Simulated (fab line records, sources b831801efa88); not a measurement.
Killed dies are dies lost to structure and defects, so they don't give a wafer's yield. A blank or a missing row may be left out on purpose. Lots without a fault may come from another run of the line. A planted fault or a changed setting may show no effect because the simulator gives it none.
fab line records | flow gf180mcu
record lots=5 wafers=15 last_day=34
route steps=602 shown VT_IMPLANT@114 MVSD@136 NWELL@137 LVPWELL@138 MVPSD@139 DUAL_GATE@141
lots that met no fault: from a run of the same line without faults
start_h: hours from the record's first day to the start of the lot's first wafer shown | wait_h: hours since the lot's step before | " the same as in the row above | L1.1+2: a row that stands for several wafers | - no value, or no start given | * or withheld: withheld | < > ~ a bound
route shown NAME@n: a module of which the file shows steps, and the number in the route of the first | usual: mean/standard deviation of fault-free wafers | same: alike in all rows | chamber/n: place in a boat | sites: the reading at each site | _std_site: their standard deviation | _edge_site: outer sites' mean less inner sites' | radius_mm: how far each site lies from the wafer's centre | mask NAME#n: copy n | behind: the tool/chamber that last shaped the wafer | hold: why the lot was held/for how many hours/how that ended | device: the transistor (n, p or np) that didn't switch | end of line: the same wafers' tests at the end of the route | a step without rows: its recipe alone | killed: dies lost to structure and defects at the first sort, not the wafer's yield | map: a wafer's dies, x killed, . not, _ none there
set.NAME: the setting as run; set.NAME@STEP: as run at that earlier step | model.NAME: the simulator's own value behind a step, which no gauge read
lots at some steps of the route; a table a step, a row a wafer
services: from which hour (start_h, from the record's first day; less than 0 if before it) a tool's chamber was out of use, for how many hours, and why
## steps
# step GF_VT_IMPLANT_COAT_24
# recipe resist=NOVOLAK spin_rpm=3000 resist_thk_nm=1000
# usual dispense_pressure_kPa=54.4/1.8
# columns lot.wafer tool chamber start_h wait_h dispense_pressure_kPa
L080.1 litho_track-02 0 169.64 0.1 55.5
L080.2 " 0 " " 55.5
L080.5 " 0 " " 55.5
L081.1 litho_track-03 0 176.54 0.1 56.0
L081.3 " 0 " " 56.0
L081.5 " 0 " " 56.0
L082.1 litho_track-04 0 182.42 0.1 51.9
L082.3 " 0 " " 51.9
L082.6 " 0 " " 51.9
L083.2 litho_track-03 0 191.92 0.1 56.0
L083.3 " 0 " " 56.0
L083.5 " 0 " " 56.0
L095.1 litho_track-02 0 270.99 0.1 55.5
L095.4 " 0 " " 55.5
L095.5 " 0 " " 55.5
# step GF_VT_IMPLANT_SOFTBAKE_25
# recipe temp_c=90 time_s=60 resist=NOVOLAK
# usual heater_power_total_W=56.60/0.044
# columns lot.wafer tool chamber start_h wait_h heater_power_total_W
L080.1 litho_track-02 0 169.79 0.1 56.63
L080.2 " 0 " " 56.59
L080.5 " 0 " " 56.67
L081.1 litho_track-03 0 176.69 0.1 56.63
L081.3 " 0 " " 56.53
L081.5 " 0 " " 56.51
L082.1 litho_track-04 0 182.57 0.1 56.62
L082.3 " 0 " " 56.59
L082.6 " 0 " " 56.55
L083.2 litho_track-03 0 192.07 0.1 56.59
L083.3 " 0 " " 56.60
L083.5 " 0 " " 56.64
L095.1 litho_track-02 0 271.14 0.1 56.63
L095.4 " 0 " " 56.56
L095.5 " 0 " " 56.56
# step GF_VT_IMPLANT_EXPOSE_26
# recipe mask_id=LVPWELL_HV_AREA target_cd_nm=860 na=0.6 source_shape=conventional sigma_outer=0.6 dose_mj=140
# usual stage_vel_mm_s=500.03/0.26
# columns lot.wafer tool chamber start_h wait_h mask stage_vel_mm_s
L080.1 iline_stepper-02 0 - - LVPWELL_HV_AREA#0 499.97
L080.2 " 0 " " LVPWELL_HV_AREA#0 499.64
L080.5 " 0 " " LVPWELL_HV_AREA#0 499.78
L081.1 iline_stepper-02 0 - - LVPWELL_HV_AREA#0 500.17
L081.3 " 0 " " LVPWELL_HV_AREA#0 500.29
L081.5 " 0 " " LVPWELL_HV_AREA#0 499.89
L082.1 iline_stepper-02 0 - - LVPWELL_HV_AREA#0 500.23
L082.3 " 0 " " LVPWELL_HV_AREA#0 500.17
L082.6 " 0 " " LVPWELL_HV_AREA#0 500.62
L083.2 iline_stepper-02 0 - - LVPWELL_HV_AREA#0 499.97
L083.3 " 0 " " LVPWELL_HV_AREA#0 500.30
L083.5 " 0 " " LVPWELL_HV_AREA#0 500.03
L095.1 iline_stepper-02 0 - - LVPWELL_HV_AREA#0 500.17
L095.4 " 0 " " LVPWELL_HV_AREA#0 500.16
L095.5 " 0 " " LVPWELL_HV_AREA#0 500.28
# step GF_VT_IMPLANT_PEB_27
# recipe temp_c=withheld time_s=* resist=NOVOLAK
# columns lot.wafer tool chamber start_h wait_h
L080.1+2+5 litho_track-04 0 - -
L081.1+3+5 litho_track-04 0 - -
L082.1+3+6 litho_track-04 0 - -
L083.2+3+5 litho_track-03 0 - -
L095.1+4+5 litho_track-02 0 - -
# step GF_VT_IMPLANT_DEVELOP_28
# recipe develop_time_s=60 dev_temp_c=23
# columns lot.wafer tool chamber start_h wait_h
L080.1+2+5 litho_track-04 0 177.57 0.1
L081.1+3+5 litho_track-04 0 184.12 0.1
L082.1+3+6 litho_track-04 0 190.67 0.1
L083.2+3+5 litho_track-03 0 200.47 0.1
L095.1+4+5 litho_track-02 0 280.64 0.1
# step GF_VT_IMPLANT_OVL_MEAS_29
# usual VT_IMPLANT_02_OVL=0.5/1.3
# columns lot.wafer tool chamber start_h wait_h VT_IMPLANT_02_OVL[nm]
L080.1 overlay-02 - 177.72 0.1 2.3
L080.2 " - " " 1.3
L080.5 " - " " 2.2
L081.1 overlay-02 - 184.27 0.1 -1.7
L081.3 " - " " -1.0
L081.5 " - " " -0.3
L082.1 overlay-01 - 190.82 0.1 -1.2
L082.3 " - " " -1.2
L082.6 " - " " -0.2
L083.2 overlay-01 - 200.60 0.1 0.9
L083.3 " - " " 3.0
L083.5 " - " " 2.3
L095.1 overlay-02 - 280.79 0.1 1.1
L095.4 " - " " -0.6
L095.5 " - " " 2.0
# step GF_VT_IMPLANT_IMPLANT_30
# recipe species=B energy_kev=25 dose_cm2=2.534e+12 tilt_deg=7
# usual end_station_pressure_torr=4.99e-06/2.6e-07 faraday_current_uA=14.32/0.29 tilt_deg=6.997/0.022
# columns lot.wafer tool chamber start_h wait_h end_station_pressure_torr faraday_current_uA tilt_deg
L080.1 implanter-04 0 177.76 0.0 5.32e-06 14.25 7.030
L080.2 " 0 " " 4.47e-06 14.22 7.039
L080.5 " 0 " " 5.02e-06 14.89 7.032
L081.1 implanter-04 0 184.31 0.0 4.88e-06 14.38 6.978
L081.3 " 0 " " 4.93e-06 14.08 7.004
L081.5 " 0 " " 4.61e-06 14.37 6.962
L082.1 implanter-01 0 190.86 0.0 4.51e-06 14.34 6.970
L082.3 " 0 " " 5.22e-06 14.43 7.012
L082.6 " 0 " " 4.98e-06 14.33 7.002
L083.2 implanter-04 0 200.65 0.0 5.17e-06 13.92 6.992
L083.3 " 0 " " 4.81e-06 14.01 6.969
L083.5 " 0 " " 5.11e-06 14.30 6.980
L095.1 implanter-03 0 280.82 0.0 4.8e-06 14.22 7.018
L095.4 " 0 " " 5.32e-06 14.22 7.004
L095.5 " 0 " " 5.02e-06 14.50 6.995
# step GF_VT_IMPLANT_STRIP_31
# recipe chemistry=O2/N2 power_w=1400 pressure_mtorr=1500 platen_temp_c=250 o2_flow_sccm=3000 n2_flow_sccm=300 overash_fraction=0.5
# usual drypump_motor_current_A=5.7/0.62 heater_power_w=338/32 oes_product_au=0.716/0.0045 strip_time_to_endpoint_s=12.64/0.034
# columns lot.wafer tool chamber start_h wait_h drypump_motor_current_A heater_power_w oes_product_au rf_hours_counter_h strip_time_to_endpoint_s
L080.1 plasma_asher-03 1 177.91 0.1 4.8 298 0.718 6 12.68
L080.2 " 0 " " 6.2 376 0.719 6 12.63
L080.5 " 1 " " 4.8 293 0.712 - 12.58
L081.1 plasma_asher-04 1 184.46 0.1 6.1 337 0.714 40 12.70
L081.3 " 0 " " 5.9 325 0.719 - 12.64
L081.5 " 1 " " 6.1 347 0.714 - 12.68
L082.1 plasma_asher-03 1 191.01 0.1 4.8 295 0.718 8 12.64
L082.3 " 0 " " 6.1 378 0.717 - 12.62
L082.6 " 1 " " 4.8 295 0.710 - 12.60
L083.2 plasma_asher-04 0 200.78 0.1 5.9 325 0.710 42 12.66
L083.3 " 0 " " 5.9 321 0.726 - 12.64
L083.5 " 0 " " 5.9 323 0.717 - 12.65
L095.1 plasma_asher-04 1 280.97 0.1 6.1 347 0.718 50 12.64
L095.4 " 0 " " 5.9 319 0.716 - 12.65
L095.5 " 1 " " 6.1 342 0.724 - 12.65
# step GF_VT_IMPLANT_TW_MEAS_32
# usual VT_IMPLANT_3_TW=267.3/2.5
# columns lot.wafer tool chamber start_h wait_h VT_IMPLANT_3_TW
L080.1 film_metro-03 - 178.01 0.1 270.4
L080.2 " - " " 270.8
L080.5 " - " " 270.8
L081.1 film_metro-02 - 184.56 0.1 267.0
L081.3 " - " " 267.5
L081.5 " - " " 268.1
L082.1 film_metro-02 - 191.11 0.1 268.0
L082.3 " - " " 268.7
L082.6 " - " " 268.1
L083.2 film_metro-03 - 200.89 0.1 269.1
L083.3 " - " " 270.0
L083.5 " - " " 269.9
L095.1 film_metro-01 - 281.07 0.1 263.2
L095.4 " - " " 261.9
L095.5 " - " " 261.5
# step GF_VT_IMPLANT_DEHYDRATE_33
# recipe temp_c=200 time_s=60
# usual heater_power_total_W=160.38/0.13
# columns lot.wafer tool chamber start_h wait_h heater_power_total_W
L080.1 litho_track-04 0 185.82 7.8 160.48
L080.2 " 0 " " 160.16
L080.5 " 0 " " 160.34
L081.1 litho_track-04 0 192.32 7.8 160.44
L081.3 " 0 " " 160.45
L081.5 " 0 " " 160.23
L082.1 litho_track-02 0 198.89 7.8 160.41
L082.3 " 0 " " 160.31
L082.6 " 0 " " 160.43
L083.2 litho_track-02 0 209.11 8.2 160.24
L083.3 " 0 " " 160.50
L083.5 " 0 " " 160.62
L095.1 litho_track-03 0 290.34 9.3 160.40
L095.4 " 0 " " 160.38
L095.5 " 0 " " 160.36
# step GF_VT_IMPLANT_HMDS_34
# recipe prime_time_s=60 prime_temp_c=120
# columns lot.wafer tool chamber start_h wait_h
L080.1+2+5 litho_track-04 0 185.97 0.1
L081.1+3+5 litho_track-04 0 192.47 0.1
L082.1+3+6 litho_track-02 0 199.04 0.1
L083.2+3+5 litho_track-02 0 209.26 0.1
L095.1+4+5 litho_track-03 0 290.49 0.1
# step GF_VT_IMPLANT_COAT_35
# recipe resist=NOVOLAK spin_rpm=3000 resist_thk_nm=1000
# usual dispense_pressure_kPa=54.3/1.8
# columns lot.wafer tool chamber start_h wait_h dispense_pressure_kPa
L080.1 litho_track-04 0 186.12 0.1 51.9
L080.2 " 0 " " 51.9
L080.5 " 0 " " 51.9
L081.1 litho_track-04 0 192.62 0.1 51.9
L081.3 " 0 " " 51.9
L081.5 " 0 " " 51.9
L082.1 litho_track-02 0 199.19 0.1 55.5
L082.3 " 0 " " 55.5
L082.6 " 0 " " 55.5
L083.2 litho_track-02 0 209.41 0.1 55.5
L083.3 " 0 " " 55.5
L083.5 " 0 " " 55.5
L095.1 litho_track-03 0 290.64 0.1 56.0
L095.4 " 0 " " 55.9
L095.5 " 0 " " 56.0
# step GF_VT_IMPLANT_SOFTBAKE_36
# recipe temp_c=90 time_s=60 resist=NOVOLAK
# usual heater_power_total_W=56.60/0.046
# columns lot.wafer tool chamber start_h wait_h heater_power_total_W
L080.1 litho_track-04 0 186.27 0.1 56.55
L080.2 " 0 " " 56.61
L080.5 " 0 " " 56.63
L081.1 litho_track-04 0 192.77 0.1 56.61
L081.3 " 0 " " 56.61
L081.5 " 0 " " 56.57
L082.1 litho_track-02 0 199.34 0.1 56.55
L082.3 " 0 " " 56.64
L082.6 " 0 " " 56.58
L083.2 litho_track-02 0 209.56 0.1 56.48
L083.3 " 0 " " 56.68
L083.5 " 0 " " 56.63
L095.1 litho_track-03 0 290.79 0.1 56.54
L095.4 " 0 " " 56.64
L095.5 " 0 " " 56.51
# step GF_VT_IMPLANT_EXPOSE_37
# recipe mask_id=Nwell_HV_AREA target_cd_nm=860 na=0.6 source_shape=conventional sigma_outer=0.6 dose_mj=140
# usual stage_vel_mm_s=500.02/0.23
# columns lot.wafer tool chamber start_h wait_h mask stage_vel_mm_s
L080.1 iline_stepper-01 0 - - Nwell_HV_AREA#0 499.98
L080.2 " 0 " " Nwell_HV_AREA#0 500.46
L080.5 " 0 " " Nwell_HV_AREA#0 500.03
L081.1 iline_stepper-02 0 - - Nwell_HV_AREA#0 500.02
L081.3 " 0 " " Nwell_HV_AREA#0 499.77
L081.5 " 0 " " Nwell_HV_AREA#0 500.03
L082.1 iline_stepper-01 0 - - Nwell_HV_AREA#0 499.86
L082.3 " 0 " " Nwell_HV_AREA#0 499.76
L082.6 " 0 " " Nwell_HV_AREA#0 499.54
L083.2 iline_stepper-02 0 - - Nwell_HV_AREA#0 499.59
L083.3 " 0 " " Nwell_HV_AREA#0 499.89
L083.5 " 0 " " Nwell_HV_AREA#0 499.54
L095.1 iline_stepper-01 0 - - Nwell_HV_AREA#0 500.12
L095.4 " 0 " " Nwell_HV_AREA#0 499.94
L095.5 " 0 " " Nwell_HV_AREA#0 500.03
# step GF_VT_IMPLANT_PEB_38
# recipe temp_c=withheld time_s=* resist=NOVOLAK
# columns lot.wafer tool chamber start_h wait_h
L080.1+2+5 litho_track-02 0 - -
L081.1+3+5 litho_track-02 0 - -
L082.1+3+6 litho_track-04 0 - -
L083.2+3+5 litho_track-02 0 - -
L095.1+4+5 litho_track-03 0 - -
# step GF_VT_IMPLANT_DEVELOP_39
# recipe develop_time_s=60 dev_temp_c=23
# columns lot.wafer tool chamber start_h wait_h
L080.1+2+5 litho_track-02 0 194.29 0.1
L081.1+3+5 litho_track-02 0 200.89 0.1
L082.1+3+6 litho_track-04 0 207.92 0.1
L083.2+3+5 litho_track-02 0 218.16 0.1
L095.1+4+5 litho_track-03 0 300.69 0.1
# step GF_VT_IMPLANT_OVL_MEAS_40
# usual VT_IMPLANT_03_OVL=-0.3/1.4
# columns lot.wafer tool chamber start_h wait_h VT_IMPLANT_03_OVL[nm]
L080.1 overlay-01 - 194.44 0.1 -0.3
L080.2 " - " " 1.1
L080.5 " - " " -0.9
L081.1 overlay-02 - 201.04 0.1 -0.7
L081.3 " - " " -0.8
L081.5 " - " " 1.0
L082.1 overlay-01 - 208.07 0.1 0.8
L082.3 " - " " 0.0
L082.6 " - " " 0.6
L083.2 overlay-01 - 218.29 0.1 -1.1
L083.3 " - " " -1.2
L083.5 " - " " -1.3
L095.1 overlay-02 - 300.84 0.1 -0.4
L095.4 " - " " -0.2
L095.5 " - " " 0.5
# step GF_VT_IMPLANT_IMPLANT_41
# recipe species=As energy_kev=70 dose_cm2=1.013e+12 tilt_deg=7
# usual end_station_pressure_torr=5.08e-06/2.5e-07 faraday_current_uA=5.72/0.11 tilt_deg=6.999/0.021
# columns lot.wafer tool chamber start_h wait_h end_station_pressure_torr faraday_current_uA tilt_deg
L080.1 implanter-01 0 194.47 0.0 5.49e-06 5.86 7.005
L080.2 " 0 " " 4.7e-06 5.63 6.992
L080.5 " 0 " " 5.14e-06 5.65 6.983
L081.1 implanter-04 0 201.07 0.0 5.09e-06 5.78 6.956
L081.3 " 0 " " 5.07e-06 5.60 6.962
L081.5 " 0 " " 4.8e-06 5.55 7.006
L082.1 implanter-01 0 208.11 0.0 5.07e-06 5.81 6.998
L082.3 " 0 " " 5.22e-06 5.54 6.967
L082.6 " 0 " " 5.13e-06 5.86 7.016
L083.2 implanter-03 0 218.35 0.0 4.92e-06 5.61 6.985
L083.3 " 0 " " 5.46e-06 5.62 7.004
L083.5 " 0 " " 4.75e-06 5.69 6.998
L095.1 implanter-01 0 300.88 0.0 4.91e-06 5.64 6.987
L095.4 " 0 " " 5.41e-06 5.67 6.958
L095.5 " 0 " " 5.46e-06 5.58 6.976
# step GF_VT_IMPLANT_STRIP_42
# recipe chemistry=O2/N2 power_w=1400 pressure_mtorr=1500 platen_temp_c=250 o2_flow_sccm=3000 n2_flow_sccm=300 overash_fraction=0.5
# usual drypump_motor_current_A=5.8/0.64 heater_power_w=341/31 oes_product_au=0.716/0.0047 strip_time_to_endpoint_s=12.63/0.036
# columns lot.wafer tool chamber start_h wait_h drypump_motor_current_A heater_power_w oes_product_au rf_hours_counter_h strip_time_to_endpoint_s
L080.1 plasma_asher-01 1 194.62 0.1 6.6 377 0.714 56 12.65
L080.2 " 0 " " 5.3 330 0.715 56 12.63
L080.5 " 0 " " 5.3 326 0.712 - 12.61
L081.1 plasma_asher-03 1 201.22 0.1 4.8 298 0.720 9 12.58
L081.3 " 0 " " 6.1 367 0.709 - 12.59
L081.5 " 0 " " 6.1 370 0.724 - 12.60
L082.1 plasma_asher-03 0 208.26 0.1 6.1 373 0.714 10 12.60
L082.3 " 0 " " 6.1 377 0.712 - 12.63
L082.6 " 0 " " 6.1 377 0.719 - 12.59
L083.2 plasma_asher-01 0 218.47 0.1 5.3 333 0.714 59 12.62
L083.3 " 0 " " 5.3 326 0.715 - 12.62
L083.5 " 0 " " 5.3 332 0.716 - 12.65
L095.1 plasma_asher-03 1 301.03 0.1 4.8 294 0.724 20 12.66
L095.4 " 0 " " 6.1 382 0.719 - 12.62
L095.5 " 0 " " 6.1 373 0.712 - 12.64
# step GF_VT_IMPLANT_TW_MEAS_43
# usual VT_IMPLANT_4_TW=685/6.4
# columns lot.wafer tool chamber start_h wait_h VT_IMPLANT_4_TW
L080.1 film_metro-01 - 194.72 0.1 678
L080.2 " - " " 676
L080.5 " - " " 677
L081.1 film_metro-02 - 201.32 0.1 685
L081.3 " - " " 684
L081.5 " - " " 685
L082.1 film_metro-01 - 208.36 0.1 673
L082.3 " - " " 675
L082.6 " - " " 677
L083.2 film_metro-03 - 218.58 0.1 691
L083.3 " - " " 692
L083.5 " - " " 691
L095.1 film_metro-01 - 301.13 0.1 675
L095.4 " - " " 681
L095.5 " - " " 680
# step GF_VT_IMPLANT_CLEAN_44
# recipe chemistry=SC1/SC2 mix=1:4:20 temp_c=70 time_s=150 dry=n2_spin
# columns lot.wafer tool chamber start_h wait_h
L080.1+2+5 wet_bench-04 2 194.78 0.1
L081.1+3+5 wet_bench-03 3 201.38 0.1
L082.1+3+6 wet_bench-02 0 208.42 0.1
L083.2+3+5 wet_bench-04 1 218.63 0.0
L095.1+4+5 wet_bench-04 0 301.25 0.1
# step GF_VT_IMPLANT_RTA_45
# recipe temp_c=1050 time_s=30 ambient=N2
# usual lamp_power_pct=34.3/1.6 wafer_temp_C_max=1055.9/1.4
# columns lot.wafer tool chamber start_h wait_h lamp_power_pct wafer_temp_C_max
L080.1 rtp_anneal-01 0 194.83 0.0 33.2 1056.5
L080.2 " 0 " " 33.2 1056.0
L080.5 " 0 " " 33.3 1058.3
L081.1 rtp_anneal-02 0 201.44 0.0 36.5 1054.1
L081.3 " 0 " " 36.5 1054.3
L081.5 " 0 " " 36.5 1053.0
L082.1 rtp_anneal-02 0 208.47 0.0 36.5 1054.8
L082.3 " 0 " " 36.6 1054.0
L082.6 " 0 " " 36.5 1055.0
L083.2 rtp_anneal-02 0 218.70 0.0 36.5 1054.7
L083.3 " 0 " " 36.6 1054.5
L083.5 " 0 " " 36.6 1053.7
L095.1 rtp_anneal-01 0 301.30 0.0 33.2 1057.4
L095.4 " 0 " " 33.2 1058.5
L095.5 " 0 " " 33.2 1057.1
# step GF_VT_IMPLANT_RS_MEAS_46
# recipe thk_meas_gauge=four-point-probe
# usual MVSD_RS=456.5/0.96
# columns lot.wafer tool chamber start_h wait_h MVSD_RS[ohm/sq]
L080.1 film_metro-03 - 194.93 0.1 456.1
L080.2 " - " " 457.3
L080.5 " - " " 455.6
L081.1 film_metro-04 - 201.54 0.1 457.7
L081.3 " - " " 457.2
L081.5 " - " " 456.2
L082.1 film_metro-03 - 208.57 0.1 455.3
L082.3 " - " " 457.1
L082.6 " - " " 456.6
L083.2 film_metro-03 - 218.80 0.1 456.1
L083.3 " - " " 456.8
L083.5 " - " " 456.7
L095.1 film_metro-04 - 301.40 0.1 458.2
L095.4 " - " " 458.8
L095.5 " - " " 456.9
# step GF_VT_IMPLANT_RS_MEAS_47
# recipe thk_meas_gauge=four-point-probe
# usual NWELL_RS=487.9/1.3
# columns lot.wafer tool chamber start_h wait_h NWELL_RS[ohm/sq]
L080.1 film_metro-03 - 195.05 0.1 486.1
L080.2 " - " " 485.2
L080.5 " - " " 485.7
L081.1 film_metro-04 - 201.66 0.1 488.2
L081.3 " - " " 488.5
L081.5 " - " " 488.0
L082.1 film_metro-03 - 208.69 0.1 486.7
L082.3 " - " " 487.6
L082.6 " - " " 488.0
L083.2 film_metro-03 - 218.92 0.1 486.6
L083.3 " - " " 487.1
L083.5 " - " " 485.5
L095.1 film_metro-04 - 301.52 0.1 488.4
L095.4 " - " " 489.2
L095.5 " - " " 487.3
# step GF_VT_IMPLANT_RS_MEAS_48
# recipe thk_meas_gauge=four-point-probe
# usual LVPWELL_RS=1196/3.6
# columns lot.wafer tool chamber start_h wait_h LVPWELL_RS[ohm/sq]
L080.1 film_metro-03 - 195.17 0.1 1190
L080.2 " - " " 1192
L080.5 " - " " 1192
L081.1 film_metro-04 - 201.78 0.1 1201
L081.3 " - " " 1199
L081.5 " - " " 1201
L082.1 film_metro-03 - 208.81 0.1 1195
L082.3 " - " " 1196
L082.6 " - " " 1193
L083.2 film_metro-03 - 219.04 0.1 1200
L083.3 " - " " 1201
L083.5 " - " " 1201
L095.1 film_metro-04 - 301.64 0.1 1193
L095.4 " - " " 1193
L095.5 " - " " 1193
# step GF_VT_IMPLANT_RS_MEAS_49
# recipe thk_meas_gauge=four-point-probe
# usual MVPSD_RS=1167/3.1
# columns lot.wafer tool chamber start_h wait_h MVPSD_RS[ohm/sq]
L080.1 film_metro-03 - 195.29 0.1 1169
L080.2 " - " " 1165
L080.5 " - " " 1166
L081.1 film_metro-04 - 201.90 0.1 1170
L081.3 " - " " 1170
L081.5 " - " " 1168
L082.1 film_metro-03 - 208.93 0.1 1164
L082.3 " - " " 1163
L082.6 " - " " 1164
L083.2 film_metro-03 - 219.16 0.1 1166
L083.3 " - " " 1163
L083.5 " - " " 1165
L095.1 film_metro-04 - 301.76 0.1 1170
L095.4 " - " " 1171
L095.5 " - " " 1171
# step GF_VT_IMPLANT_WET_ETCH_50
# recipe chemistry=dHF target_depth_nm=20 target=SiO2 temp_c=25 dilution=100:1 time_s=400
# columns lot.wafer tool chamber start_h wait_h
L080.1+2+5 wet_bench-03 3 195.41 0.1
L081.1+3+5 wet_bench-03 1 202.02 0.1
L082.1+3+6 wet_bench-04 0 209.05 0.1
L083.2+3+5 wet_bench-04 3 219.26 0.1
L095.1+4+5 wet_bench-02 1 301.88 0.1
# step GF_DUAL_GATE_CLEAN_00
# recipe chemistry=SC1/SC2 mix=1:4:20 temp_c=70 time_s=150
# columns lot.wafer tool chamber start_h wait_h
L080.1+2+5 wet_bench-02 1 195.54 0.0
L081.1+3+5 wet_bench-04 2 202.15 0.0
L082.1+3+6 wet_bench-04 0 209.17 0.0
L083.2+3+5 wet_bench-04 3 219.38 0.0
L095.1+4+5 wet_bench-04 0 302.00 0.0
## services
# columns tool chamber start_h hours kind
iline_stepper-01 - 145.98 1.7 pm
implanter-03 - 151.56 58.8 pm
iline_stepper-01 - 175.07 1.0 repair
iline_stepper-01 - 177.37 - calibration
implanter-04 - 194.09 4.4 repair
plasma_asher-03 - 199.03 2.1 repair
implanter-04 - 212.19 4.9 repair
iline_stepper-01 0 218.89 - calibration
litho_track-04 - 228.42 - consumable_replace:filter
implanter-01 - 262.17 1.2 repair
rtp_anneal-02 - 273.93 5.5 pm
plasma_asher-01 - 274.00 14.6 pm
iline_stepper-02 0 278.65 - calibration
implanter-04 - 281.47 3.7 repair
iline_stepper-02 - 289.59 1.7 pm
plasma_asher-04 - 299.49 2.8 pm
## key
fault none
